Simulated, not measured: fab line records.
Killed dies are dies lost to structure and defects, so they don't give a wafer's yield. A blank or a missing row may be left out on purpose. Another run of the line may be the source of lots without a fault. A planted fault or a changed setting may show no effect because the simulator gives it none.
The tool behind it: which one? ; flow gf180mcu ; 11 lots with 33 wafers sampled at 3 steps, on a route of 602 steps

## WHAT THE GAUGES SHOWED, per wafer
GF_NWELL_OVL_MEAS_07.
lot;measured;on;NWELL_OVL (nm)
L635;day 3 13:39;overlay-02;-1.1 0.4 1.5
L636;day 3 17:37;overlay-01;-0.8 -0.2 -1.5
L637;day 3 23:06;overlay-01;-1.2 -1.8 -0.7
L640;day 4 16:03;overlay-02;0.5 1.0 0.8
L641;day 4 21:59;overlay-01;-1.9 -1.3 0.6
L643;day 5 08:47;overlay-02;0.2 -1.6 -1.1
L648;day 6 11:29;overlay-01;- - -
L653;day 7 16:08;overlay-01;-1.2 0.2 -1.6
L654;day 7 21:12;overlay-01;1.1 -0.3 -0.3
L655;day 8 05:58;overlay-01;0.1 1.9 2.3
L656;day 8 09:19;overlay-02;0.3 0.9 -0.4

## TOOL THAT RAN EACH LOT (tool first, then ch and the chambers of the sampled wafers, then the start)
lot;GF_STI_STRIP_15;GF_NWELL_EXPOSE_04
L635;plasmaAsher-04 ch 0,1, day 2 08:17;ilineStepper-02 ch 0, day 3 07:44
L636;plasmaAsher-01 ch 0, day 2 11:14;ilineStepper-02 ch 0, day 3 12:04
L637;plasmaAsher-02 ch 0,1, day 2 16:15;ilineStepper-02 ch 0, day 3 16:55
L640;plasmaAsher-02 ch 0,1, day 3 08:42;ilineStepper-01 ch 0, day 4 08:50
L641;plasmaAsher-01 ch 0,1, day 3 14:02;ilineStepper-02 ch 0, day 4 15:35
L643;plasmaAsher-04 ch 0,1, day 4 00:54;ilineStepper-02 ch 0, day 5 01:27
L648;plasmaAsher-01 ch 0,1, day 5 02:30;ilineStepper-02 ch 0, day 6 03:47
L653;plasmaAsher-02 ch 0,1, day 6 04:02;ilineStepper-02 ch 0, day 7 08:14
L654;plasmaAsher-04 ch 0,1, day 6 08:46;ilineStepper-01 ch 0, day 7 13:20
L655;plasmaAsher-01 ch 0,1, day 6 14:08;ilineStepper-01 ch 0, day 7 21:44
L656;plasmaAsher-01 ch 0,1, day 6 18:54;ilineStepper-01 ch 0, day 8 01:35
- GF_STI_STRIP_15: strips in O2/N2.
- GF_NWELL_EXPOSE_04: exposes mask Nwell, target cd 860 nm.

## THE ANSWER, worked out from the rows above alone
Rule: the usual values come from the lots themselves. Put in order of their means at a reading, lots are off if they are a third of the lots or fewer, leave a main group of 4 or more, and stand apart from it by a gap of 3 or more times the standard deviation of the main group's means; of several such gaps the widest counts. The tables above print the reading to a certain number of digits; a main group whose means all agree to those digits is not used. A lot without any number at a reading at which 4 lots or more have one is off too. Any other lot the step has rows for is counted as sound.
Off: at GF_NWELL_OVL_MEAS_07 (NWELL_OVL), L648. Without a number there: L648. The main group has a mean of -0.2 nm with a standard deviation of 0.83.
If a tool, at a process step before that reading, ran all the lots that are off and no sound lot after the first of them, it fits. Gauges at GF_NWELL_OVL_MEAS_07: tried the same way as those tools. Not one of the candidates tried fits.

## WHAT WAS PUT IN BY THE SIMULATOR
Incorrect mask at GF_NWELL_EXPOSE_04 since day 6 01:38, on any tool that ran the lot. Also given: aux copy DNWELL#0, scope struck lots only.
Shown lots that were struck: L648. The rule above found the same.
